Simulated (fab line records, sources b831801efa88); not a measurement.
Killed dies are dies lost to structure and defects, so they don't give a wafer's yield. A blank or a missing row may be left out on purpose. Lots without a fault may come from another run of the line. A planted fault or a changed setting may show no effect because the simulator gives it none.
Which tool did it? | flow gf180mcu | 6 lots, 18 wafers sampled, at 3 steps of a route of 602

WHAT THE GAUGES READ, wafer by wafer
GF_V5_THK_MEAS_25: measures by xrf.
lot  | measured     | on            | V5_W_THK (nm)
L622 | day 27 12:38 | film_metro-01 | 358 357 353
L624 | day 28 03:58 | film_metro-01 | 365 367 365
L627 | day 29 02:39 | film_metro-01 | 353 356 355
L629 | day 29 15:59 | film_metro-02 | 349 341 347
L636 | day 31 14:43 | film_metro-02 | 354 345 349
L643 | day 33 08:22 | film_metro-02 | 359 359 359

WHICH TOOL RAN EACH LOT (tool, then ch and the chambers of the sampled wafers, then the start)
lot  | GF_V2_ETCH_16                      | GF_M5_ETCH_09
L622 | rie_diel-01 ch 1,2, day 20 13:28   | rie_diel-03 ch 1,2,3, day 26 13:31
L624 | rie_diel-03 ch 0,1,3, day 21 09:43 | rie_diel-02 ch 1,2,3, day 27 04:52
L627 | rie_diel-02 ch 0,2,3, day 22 12:01 | rie_diel-03 ch 0,2, day 28 04:59
L629 | rie_diel-01 ch 1,3, day 23 03:28   | rie_diel-04 ch 1,2,3, day 28 17:55
L636 | rie_diel-01 ch 1,2,3, day 25 13:19 | rie_diel-04 ch 0,1,2, day 30 18:49
L643 | rie_diel-03 ch 0,1,3, day 27 15:25 | rie_diel-03 ch 0,2,3, day 32 14:09
- GF_V2_ETCH_16: etches BARC in N2/H2.
- GF_M5_ETCH_09: etches Si3N4 in CF4/O2, target depth 52 nm, time 11.6 s.

THE ANSWER, worked out from the rows above alone
Rule: what is usual is taken from the lots themselves. Put in order of their means at a reading, lots are off if they are a third of the lots or fewer, leave a main group of 4 or more, and stand apart from it by a gap of 3 or more times the standard deviation of the main group's means; of several such gaps the widest counts. A main group whose means are all the same, to the digits that the tables above print for the reading, isn't used. A lot without any number at a reading at which 4 lots or more have one is off too. The other lots that the step has rows for count as sound.
No lot is off at any reading shown: from this, nothing can be told.

WHAT THE SIMULATOR HAD PUT IN
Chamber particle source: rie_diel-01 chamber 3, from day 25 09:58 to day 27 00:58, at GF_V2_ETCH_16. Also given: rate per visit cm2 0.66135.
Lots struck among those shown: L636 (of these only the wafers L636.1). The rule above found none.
